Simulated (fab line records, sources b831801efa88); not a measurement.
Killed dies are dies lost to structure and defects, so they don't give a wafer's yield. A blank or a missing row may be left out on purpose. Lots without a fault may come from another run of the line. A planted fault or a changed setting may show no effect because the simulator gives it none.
Chamber matching | flow sky130 | SKY_PAD_OPEN_ETCH_07 on rie_diel-02: 4 sister chambers
The step etches the open film in CF4/O2, stops on AlCu, target depth 725 nm, time 161.1 s. 4 wafers are shown with their chamber, then 9 later ones without.

WAFERS WITH THEIR CHAMBER
wafer  | chamber | rf_fwd_power_W (W)
L086.2 | 1       | 798.4
L086.4 | 0       | 792.5
L087.1 | 3       | 796.7
L087.5 | 2       | 797.8

WAFERS WITHOUT THEIR CHAMBER
wafer  | rf_fwd_power_W (W)
L092.3 | 800.0
L092.4 | 792.0
L092.5 | 793.9
L093.1 | 794.4
L093.2 | 795.8
L093.5 | 798.1
L094.1 | 801.1
L094.5 | 797.3
L094.6 | 798.2

WHICH CHAMBER EACH WENT THROUGH
wafer  | from the rows above               | in truth
L092.3 | can't be placed: 1 or 2 or 3      | 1
L092.4 | 0                                 | 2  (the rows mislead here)
L092.5 | can't be placed: 0 or 3 or 2      | 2
L093.1 | can't be placed: 0 or 3 or 2 or 1 | 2
L093.2 | can't be placed: 3 or 2 or 1 or 0 | 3
L093.5 | can't be placed: 1 or 2 or 3      | 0
L094.1 | can't be placed: 1 or 2 or 3      | 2
L094.5 | can't be placed: 2 or 3 or 1      | 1
L094.6 | can't be placed: 1 or 2 or 3      | 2
Placed correctly: 0 of 9. Can't be placed from these rows: 8 (the true chamber is among the candidates in 7). Placed wrongly: 1.
How it was worked out, from the rows above alone: a wafer's distance from a chamber is the root of the sum, over the readings, of the square of ((its reading less the chamber's mean) divided by the reading's scatter). The wafer belongs to the nearest chamber; if the next one is less than 2 further off, it can't be placed. A chamber's mean is the mean of its shown wafers. The scatter: with one shown wafer a chamber, the root of the mean of the squares of how far each hidden wafer lies from its nearest shown one.
